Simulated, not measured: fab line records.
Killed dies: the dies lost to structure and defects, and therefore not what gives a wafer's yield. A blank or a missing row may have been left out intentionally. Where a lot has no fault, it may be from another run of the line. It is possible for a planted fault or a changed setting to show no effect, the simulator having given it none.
fab line records    flow sky130
[record] lots = 14  wafers = 42  last_day = 50
route steps=708 shown CAP2M@616 PAD_OPEN@708
lots that met no fault: taken from a fault-free run of the same line
start_h: hours from the record's first day to the start of the lot's first wafer shown    wait_h: hours elapsed since this lot's preceding step    " identical to the entry in the row above    L1.1+2: a row that stands for several wafers    - value missing, or start not given    * or withheld: withheld    < > ~ a bound
route shown NAME@n: names a module that has steps shown in the file, with the first one's number in the route    usual: mean and standard deviation over wafers with no fault    same: alike in all rows    chamber/n: place in a boat    sites: each site's reading    _std_site: the standard deviation of these    _edge_site: mean of outer sites minus mean of inner sites    radius_mm: for every site, how far away it sits from the centre of the wafer    mask NAME#n: copy n    behind: tool/chamber where the wafer was last shaped    hold: what put the lot on hold/how long, in hours/how the hold closed    device: transistor that didn't switch, given as n, p or np    end of line: the route-end tests of the same wafers    a step without rows: its recipe alone    killed: dies that structure and defects cost at the first sort, which is not the same as the wafer's yield    map: per-die view of a wafer (x killed, . not killed, _ where there is no die)
set.NAME: the setting that was run; set.NAME@STEP: the one run at that earlier step    model.NAME: the simulator's own value behind a step, which no gauge read
steps of the route over a sample of lots; a table a step, a row a wafer
services: when a tool's chamber went out of use (start_h, in hours from the record's first day, below 0 if earlier), for how many hours, and the reason
[[steps]]
[step SKY_CAP2M_METAL_ETCH_13]
[recipe] target_depth_nm = 220  stop_on = SiO2  chemistry = Cl2/BCl3  target = TiN  pressure_mtorr = 10  icp_w = 900  bias_w = 48.5  Cl2_flow_sccm = 60  bcl3_flow_sccm = 30  time_s = 62.9
[usual] chamber_pressure_mTorr = 10.000/0.0096  drypump_motor_current_A = 5.5/0.44  he_backside_leak_sccm = 3.31/0.2  oes_product_au = 0.942/0.0074  throttle_valve_pct = 21.902/0.0091
lot.wafer  tool          chamber  start_h  wait_h  chamber_pressure_mTorr  drypump_motor_current_A  he_backside_leak_sccm  oes_product_au  rf_hours_counter_h  throttle_valve_pct
L722.1     rie_metal-01  1        944.47   0.0     9.976                   5.4                      3.36                   0.951           6                   21.908
L722.4     "             0        "        "       9.990                   5.4                      3.09                   0.942           -                   21.903
L722.6     "             1        "        "       10.009                  5.3                      3.37                   0.942           -                   21.903
L723.1     rie_metal-03  0        958.60   0.0     10.004                  6.2                      3.32                   0.952           8                   21.893
L723.3     "             1        "        "       10.000                  5.0                      3.25                   0.954           -                   21.901
L723.4     "             0        "        "       9.996                   6.2                      3.21                   0.938           -                   21.903
L724.2     rie_metal-03  0        971.80   0.0     10.012                  6.3                      3.51                   0.931           9                   21.911
L724.5     "             0        "        "       10.002                  6.3                      3.48                   0.942           -                   21.901
L724.6     "             1        "        "       10.001                  5.1                      3.24                   0.932           -                   21.909
L726.1     rie_metal-01  1        983.65   0.0     10.004                  5.4                      3.36                   0.943           8                   21.904
L726.3     "             0        "        "       10.010                  5.4                      3.13                   0.937           -                   21.885
L726.5     "             0        "        "       10.008                  5.4                      3.23                   0.943           -                   21.906
L729.2     rie_metal-03  1        1004.28  0.0     9.998                   5.0                      3.39                   0.931           13                  21.901
L729.4     "             1        "        "       9.989                   5.0                      3.33                   0.929           -                   21.898
L729.5     "             1        "        "       10.015                  5.0                      3.39                   0.927           -                   21.908
L731.3     rie_metal-03  0        1016.61  0.0     10.000                  6.2                      3.24                   0.944           -                   21.896
L731.5     "             0        "        "       9.991                   6.2                      3.42                   0.942           -                   21.907
L731.6     "             1        "        "       9.994                   5.1                      3.34                   0.945           -                   21.914
L732.1     rie_metal-03  1        1026.43  0.0     9.998                   5.1                      3.26                   0.930           15                  21.898
L732.2     "             0        "        "       9.996                   6.3                      3.26                   0.939           12                  21.904
L732.5     "             1        "        "       9.989                   5.1                      3.22                   0.942           -                   21.900
L736.2     rie_metal-01  1        1049.33  0.0     10.007                  5.3                      3.46                   0.945           12                  21.892
L736.3     "             0        "        "       10.000                  5.4                      3.20                   0.943           -                   21.914
L736.4     "             1        "        "       9.983                   5.3                      3.51                   0.941           -                   21.905
L737.2     rie_metal-01  0        1050.53  0.0     9.997                   5.4                      2.88                   0.937           14                  21.897
L737.3     "             1        "        "       10.001                  5.4                      3.34                   0.942           -                   21.907
L737.6     "             0        "        "       10.013                  5.4                      3.07                   0.938           -                   21.889
L738.2     rie_metal-02  0        1058.78  0.0     9.995                   5.0                      3.77                   0.959           15                  21.904
L738.4     "             0        "        "       9.981                   5.0                      3.81                   0.936           -                   21.892
L738.5     "             0        "        "       9.982                   4.9                      3.84                   0.946           -                   21.895
L739.1     rie_metal-01  0        1065.70  0.0     10.021                  5.3                      3.04                   0.944           15                  21.903
L739.3     "             0        "        "       10.008                  5.4                      3.04                   0.937           -                   21.908
L739.6     "             1        "        "       10.003                  5.3                      3.40                   0.949           -                   21.886
L742.3     rie_metal-02  1        1087.03  0.0     9.997                   5.9                      3.34                   0.944           -                   21.900
L742.5     "             0        "        "       9.994                   4.9                      3.58                   0.940           -                   21.903
L742.6     "             1        "        "       9.995                   5.8                      3.33                   0.942           -                   21.881
L744.1     rie_metal-03  1        1104.53  0.0     10.016                  5.0                      3.10                   0.943           20                  21.916
L744.2     "             0        "        "       10.005                  6.2                      3.45                   0.932           18                  21.900
L744.4     "             1        "        "       9.973                   5.0                      3.27                   0.939           -                   21.910
L745.1     rie_metal-01  1        1111.38  0.0     9.995                   5.3                      3.20                   0.942           17                  21.900
L745.2     "             0        "        "       10.021                  5.4                      3.14                   0.936           18                  21.912
L745.4     "             0        "        "       10.022                  5.4                      3.07                   0.952           -                   21.898
[step SKY_PAD_OPEN_PROBE_99]
[usual] defect_limited_yield = 82.4/1.9  killed_at_M0_to_M3 = 44/7.2  killed_at_M4_up = 3.4/2.1  killed_at_contacts = 24/5.5  killed_at_front_end = 15/4.6  killed_at_other = 0.4/0.64  killed_dies = 86/9.1  killed_open = 47/7.5  killed_short = 39/5.8  sort_bin_3_pad_short = 0.9/0.41  sort_bin_5_function = 10.4/1.5  sort_bin_6_memory = 6.3/1.2  sort_n_pass = 406/9.1  sort_yield_pct = 82.4/1.9
[same] gross_dies = 492  killed_at_back_side = 0  sort_bin_4_leakage[%] = 0  sort_bin_8_speed[%] = 0
lot.wafer  tool       chamber  start_h  wait_h  defect_limited_yield[%]  killed_at_M0_to_M3  killed_at_M4_up  killed_at_contacts  killed_at_front_end  killed_at_other  killed_dies  killed_open  killed_short  sort_bin_3_pad_short[%]  sort_bin_5_function[%]  sort_bin_6_memory[%]  sort_n_pass  sort_yield_pct[%]
L724.2     prober-01  -        1089.73  0.1     82.9                     43                  5                24                  12                   0                84           49           35            0.8                      10.8                    5.5                   408          82.9
L724.5     prober-01  -        1089.88  0.2     84.6                     35                  5                23                  13                   0                76           37           39            1.0                      8.9                     5.5                   416          84.6
L724.6     prober-01  -        1089.93  0.2     80.7                     49                  4                29                  13                   0                95           53           42            0.8                      11.8                    6.7                   397          80.7
L731.3     prober-02  -        1128.86  0.2     72.2                     43                  6                35                  18                   35               137          56           46            4.1                      15.2                    8.5                   355          72.2
L731.5     prober-02  -        1128.96  0.2     72.0                     37                  7                32                  17                   45               138          57           36            3.9                      15.9                    8.3                   354          72.0
L731.6     prober-02  -        1129.01  0.2     69.9                     57                  2                17                  7                    65               148          46           37            5.9                      16.5                    7.7                   344          69.9
L732.1     prober-01  -        1135.86  0.1     72.0                     39                  4                23                  8                    64               138          34           41            2.8                      17.1                    8.1                   354          72.0
L732.2     prober-01  -        1135.91  0.1     75.4                     41                  4                17                  17                   42               121          45           34            3.7                      15.2                    5.7                   371          75.4
L732.5     prober-01  -        1136.06  0.2     71.5                     36                  6                27                  6                    65               140          39           36            4.5                      17.7                    6.3                   352          71.5
L737.2     prober-01  -        1155.66  0.1     84.6                     36                  4                21                  14                   1                76           41           35            0.4                      11.4                    3.7                   416          84.6
L737.3     prober-01  -        1155.71  0.2     85.4                     37                  2                20                  13                   0                72           36           36            0.8                      10.0                    3.9                   420          85.4
L737.6     prober-01  -        1155.86  0.2     81.7                     32                  7                21                  30                   0                90           47           43            0.6                      9.6                     8.1                   402          81.7
L738.2     prober-01  -        1163.16  0.1     79.5                     56                  7                23                  14                   1                101          55           46            1.0                      13.0                    6.5                   391          79.5
L738.4     prober-01  -        1163.26  0.2     83.9                     48                  2                23                  6                    0                79           44           35            0.8                      9.1                     6.1                   413          83.9
L738.5     prober-01  -        1163.31  0.2     87.0                     36                  3                9                   16                   0                64           31           32            0.6                      8.3                     4.1                   428          87.0
L739.1     prober-02  -        1169.85  0.1     80.9                     47                  5                26                  15                   1                94           59           32            1.0                      12.8                    5.3                   398          80.9
L739.3     prober-02  -        1169.95  0.2     82.3                     46                  1                25                  15                   0                87           47           40            1.0                      10.2                    6.5                   405          82.3
L739.6     prober-02  -        1170.10  0.2     79.1                     56                  4                28                  15                   0                103          63           39            1.2                      10.0                    9.8                   389          79.1
// killed by level:class
L724.2 VIA1:geometric_particle:open=14 VIA3:geometric_particle:open=8 CONTACT:geometric_particle:open=6 VIA2:geometric_particle:open=6 VIA1:geometric_particle:short=5 METAL4:geometric_particle:short=5 VIA3:geometric_particle:short=5 FIELD_ISO:geometric_particle:open=4
L724.5 CONTACT:geometric_particle:open=9 VIA1:geometric_particle:open=8 METAL1:geometric_particle:short=8 VIA3:geometric_particle:open=6 POLY_GATE:geometric_particle:short=5 LI_CONTACT:geometric_particle:open=5 METAL2:geometric_particle:short=5 LOCAL_INTERCONNECT:geometric_particle:short=4
L724.6 VIA3:geometric_particle:open=12 LI_CONTACT:geometric_particle:open=11 CONTACT:geometric_particle:open=8 VIA1:geometric_particle:open=8 LOCAL_INTERCONNECT:geometric_particle:short=6 VIA1:geometric_particle:short=6 VIA2:geometric_particle:open=6 FIELD_ISO:geometric_particle:short=4
L731.3 CAP2M:unspecified=35 CONTACT:geometric_particle:open=15 VIA1:geometric_particle:open=15 CONTACT:geometric_particle:short=8 VIA1:geometric_particle:short=8 VIA2:geometric_particle:open=6 POLY_GATE:geometric_particle:short=5 LOCAL_INTERCONNECT:geometric_particle:short=5
L731.5 CAP2M:unspecified=44 CONTACT:geometric_particle:open=15 VIA1:geometric_particle:open=12 VIA3:geometric_particle:open=10 CONTACT:geometric_particle:short=8 METAL4:geometric_particle:short=6 SPACER:geometric_particle:open=5 LOCAL_INTERCONNECT:geometric_particle:short=5
L731.6 CAP2M:unspecified=64 VIA1:geometric_particle:open=16 VIA3:geometric_particle:short=8 VIA3:geometric_particle:open=6 LI_CONTACT:geometric_particle:open=6 VIA1:geometric_particle:short=6 CONTACT:geometric_particle:open=5 METAL2:geometric_particle:short=5
L732.1 CAP2M:unspecified=63 VIA1:geometric_particle:open=12 CONTACT:geometric_particle:open=9 METAL1:geometric_particle:short=6 VIA3:geometric_particle:short=6 CONTACT:geometric_particle:short=5 LOCAL_INTERCONNECT:geometric_particle:short=4 METAL4:geometric_particle:short=4
L732.2 CAP2M:unspecified=42 VIA1:geometric_particle:open=9 VIA3:geometric_particle:short=7 VIA3:geometric_particle:open=6 LI_CONTACT:geometric_particle:open=5 CONTACT:geometric_particle:open=5 POLY_GATE:geometric_particle:open=4 POLY_GATE:geometric_particle:short=4
L732.5 CAP2M:unspecified=65 CONTACT:geometric_particle:open=11 VIA1:geometric_particle:open=7 METAL3:geometric_particle:short=6 LI_CONTACT:geometric_particle:open=6 VIA3:geometric_particle:open=6 METAL2:geometric_particle:short=5 CONTACT:geometric_particle:short=5
L737.2 CONTACT:geometric_particle:open=9 VIA3:geometric_particle:short=6 POLY_GATE:geometric_particle:open=5 CONTACT:geometric_particle:short=5 VIA3:geometric_particle:open=5 VIA1:geometric_particle:short=4 METAL2:geometric_particle:short=4 METAL1:geometric_particle:short=3
L737.3 METAL1:geometric_particle:short=9 VIA1:geometric_particle:open=8 LI_CONTACT:geometric_particle:open=7 CONTACT:geometric_particle:open=6 VIA1:geometric_particle:short=5 POLY_GATE:geometric_particle:short=4 VIA2:geometric_particle:open=4 POLY_GATE:geometric_particle:open=3
L737.6 VIA1:geometric_particle:open=9 LI_CONTACT:geometric_particle:open=7 CONTACT:geometric_particle:short=7 CONTACT:geometric_particle:open=7 FIELD_ISO:geometric_particle:open=6 FIELD_ISO:geometric_particle:short=6 POLY_GATE:geometric_particle:short=6 POLY_GATE:geometric_particle:open=5
L738.2 VIA1:geometric_particle:open=15 LI_CONTACT:geometric_particle:open=10 VIA3:geometric_particle:open=7 METAL4:geometric_particle:short=7 METAL1:geometric_particle:short=6 METAL2:geometric_particle:short=6 VIA2:geometric_particle:open=6 LOCAL_INTERCONNECT:geometric_particle:short=5
L738.4 VIA1:geometric_particle:open=11 CONTACT:geometric_particle:open=9 METAL2:geometric_particle:short=9 VIA3:geometric_particle:open=7 METAL1:geometric_particle:short=6 LI_CONTACT:geometric_particle:open=5 LOCAL_INTERCONNECT:geometric_particle:short=5 VIA2:geometric_particle:open=4
L738.5 VIA2:geometric_particle:open=6 VIA1:geometric_particle:open=6 VIA1:geometric_particle:short=6 CONTACT:geometric_particle:open=5 FIELD_ISO:geometric_particle:short=4 POLY_GATE:geometric_particle:short=4 VIA3:geometric_particle:open=4 METAL1:geometric_particle:short=4
L739.1 VIA1:geometric_particle:open=15 CONTACT:geometric_particle:open=12 VIA2:geometric_particle:open=8 VIA3:geometric_particle:open=7 POLY_GATE:geometric_particle:short=6 LOCAL_INTERCONNECT:geometric_particle:short=6 LI_CONTACT:geometric_particle:open=5 METAL1:geometric_particle:short=4
L739.3 VIA1:geometric_particle:open=11 LI_CONTACT:geometric_particle:open=8 METAL2:geometric_particle:short=7 CONTACT:geometric_particle:open=7 METAL1:geometric_particle:short=7 CONTACT:geometric_particle:short=5 VIA1:geometric_particle:short=5 VIA2:geometric_particle:open=5
L739.6 VIA1:geometric_particle:open=16 VIA3:geometric_particle:open=14 LI_CONTACT:geometric_particle:open=9 CONTACT:geometric_particle:open=8 VIA2:geometric_particle:open=6 POLY_GATE:geometric_particle:short=5 LOCAL_INTERCONNECT:geometric_particle:short=5 METAL2:geometric_particle:short=5
[[services]]
tool          chamber  start_h  hours  kind
rie_metal-01  -        935.72   2.8    pm
rie_metal-02  1        951.51   1.9    repair
rie_metal-03  0        981.20   4.2    repair
rie_metal-01  -        1041.08  1.4    pm
[[key]]
[first_sign] step = SKY_PAD_OPEN_PROBE_99  reading = killed_at_other  direction = up  sigmas = 52  usual = 0.4  struck = 52.7
[effect] step = SKY_PAD_OPEN_PROBE_99  reading = sort_bin_3_pad_short  direction = up  sigmas = 8  usual = 0.9  struck = 4.1
met_at SKY_CAP2M_METAL_ETCH_13
struck_lots L731,L732
onset_between 1004.28 1016.61
[fault] kind = chamber_particle_source  tool = rie_metal-03  chamber = -  onset_h = 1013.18  steps = SKY_CAP2M_METAL_ETCH_13  rate_per_visit_cm2 = 1.4754  end_h = 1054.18
